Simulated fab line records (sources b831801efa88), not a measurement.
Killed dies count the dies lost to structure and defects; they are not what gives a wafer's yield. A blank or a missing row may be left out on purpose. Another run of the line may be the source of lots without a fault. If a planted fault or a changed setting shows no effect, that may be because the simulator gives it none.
Matching of chambers || flow gf180mcu || GF_V3_CMP_04 on cmp-01 has 4 sister chambers
The step polishes SiO2. 14 wafers are shown with their chamber, then 7 later ones without.

EACH WAFER AND ITS CHAMBER
{"wafer": "L663.1", "chamber": 2, "motorCurrentA (A)": 13.0, "timeToEndpointS (s)": 79, "edgeZonePressureFrac": 1.002}
{"wafer": "L663.2", "chamber": 3, "motorCurrentA (A)": 11.0, "timeToEndpointS (s)": 82, "edgeZonePressureFrac": 1.000}
{"wafer": "L663.5", "chamber": 1, "motorCurrentA (A)": 11.5, "timeToEndpointS (s)": 84, "edgeZonePressureFrac": 1.005}
{"wafer": "L673.2", "chamber": 2, "motorCurrentA (A)": 12.3, "timeToEndpointS (s)": 87, "edgeZonePressureFrac": 0.995}
{"wafer": "L673.3", "chamber": 1, "motorCurrentA (A)": 12.4, "timeToEndpointS (s)": 79, "edgeZonePressureFrac": 1.004}
{"wafer": "L673.6", "chamber": 1, "motorCurrentA (A)": 11.7, "timeToEndpointS (s)": 85, "edgeZonePressureFrac": 1.001}
{"wafer": "L674.1", "chamber": 3, "motorCurrentA (A)": 10.3, "timeToEndpointS (s)": 80, "edgeZonePressureFrac": 1.009}
{"wafer": "L674.2", "chamber": 1, "motorCurrentA (A)": 11.9, "timeToEndpointS (s)": 76, "edgeZonePressureFrac": 0.991}
{"wafer": "L674.5", "chamber": 3, "motorCurrentA (A)": 10.0, "timeToEndpointS (s)": 83, "edgeZonePressureFrac": 1.002}
{"wafer": "L675.1", "chamber": 0, "motorCurrentA (A)": 11.5, "timeToEndpointS (s)": 77, "edgeZonePressureFrac": 1.005}
{"wafer": "L675.5", "chamber": 3, "motorCurrentA (A)": 10.3, "timeToEndpointS (s)": 84, "edgeZonePressureFrac": 0.989}
{"wafer": "L675.6", "chamber": 2, "motorCurrentA (A)": 12.8, "timeToEndpointS (s)": 88, "edgeZonePressureFrac": 1.000}
{"wafer": "L678.1", "chamber": 3, "motorCurrentA (A)": 10.5, "timeToEndpointS (s)": 79, "edgeZonePressureFrac": 0.998}
{"wafer": "L678.3", "chamber": 1, "motorCurrentA (A)": 12.0, "timeToEndpointS (s)": 79, "edgeZonePressureFrac": 0.997}

SIGNATURES, as means of the wafers listed above
{"reading": "motorCurrentA", "chamber 0": 11.500, "chamber 1": 11.900, "chamber 2": 12.700, "chamber 3": 10.420, "scatter within a chamber": 0.356}
{"reading": "timeToEndpointS", "chamber 0": 77.00, "chamber 1": 80.60, "chamber 2": 84.67, "chamber 3": 81.60, "scatter within a chamber": 3.51}
{"reading": "edgeZonePressureFrac", "chamber 0": 1.00500, "chamber 1": 0.99960, "chamber 2": 0.99900, "chamber 3": 0.99960, "scatter within a chamber": 0.00605}
Rule: a wafer's distance from a chamber is the root of the sum, over the readings, of the square of ((its reading less the chamber's mean) divided by the reading's scatter). If the next closest chamber is less than 2 further off than the closest, the wafer can't be placed; otherwise it belongs to the closest. The scatter is the square root of a quotient: the sum, over the shown wafers, of each reading's squared deviation from its chamber's mean, divided by wafers minus chambers.

WAFERS WITHOUT THEIR CHAMBER
{"wafer": "L678.5", "motorCurrentA (A)": 12.0, "timeToEndpointS (s)": 82, "edgeZonePressureFrac": 0.997}
{"wafer": "L679.1", "motorCurrentA (A)": 11.5, "timeToEndpointS (s)": 70, "edgeZonePressureFrac": 0.999}
{"wafer": "L679.2", "motorCurrentA (A)": 12.7, "timeToEndpointS (s)": 81, "edgeZonePressureFrac": 0.995}
{"wafer": "L679.5", "motorCurrentA (A)": 11.3, "timeToEndpointS (s)": 83, "edgeZonePressureFrac": 1.000}
{"wafer": "L683.4", "motorCurrentA (A)": 12.1, "timeToEndpointS (s)": 86, "edgeZonePressureFrac": 0.995}
{"wafer": "L683.5", "motorCurrentA (A)": 11.9, "timeToEndpointS (s)": 88, "edgeZonePressureFrac": 0.997}
{"wafer": "L683.6", "motorCurrentA (A)": 11.4, "timeToEndpointS (s)": 83, "edgeZonePressureFrac": 0.992}

WHICH CHAMBER EACH ONE RAN IN
{"wafer": "L678.5", "from the rows above": "can't be placed: 1 or 2 or 0", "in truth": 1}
{"wafer": "L679.1", "from the rows above": "can't be placed: 0 or 1", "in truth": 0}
{"wafer": "L679.2", "from the rows above": "can't be placed: 2 or 1", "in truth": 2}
{"wafer": "L679.5", "from the rows above": "can't be placed: 1 or 0 or 3", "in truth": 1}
{"wafer": "L683.4", "from the rows above": "can't be placed: 1 or 2 or 0", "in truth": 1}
{"wafer": "L683.5", "from the rows above": "can't be placed: 1 or 2 or 0", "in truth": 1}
{"wafer": "L683.6", "from the rows above": "can't be placed: 1 or 0 or 3 or 2", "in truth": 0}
0 of 7 placed correctly. Unplaceable from these rows: 7, with the true chamber sitting among the candidates in 7. Number placed wrongly: 0.
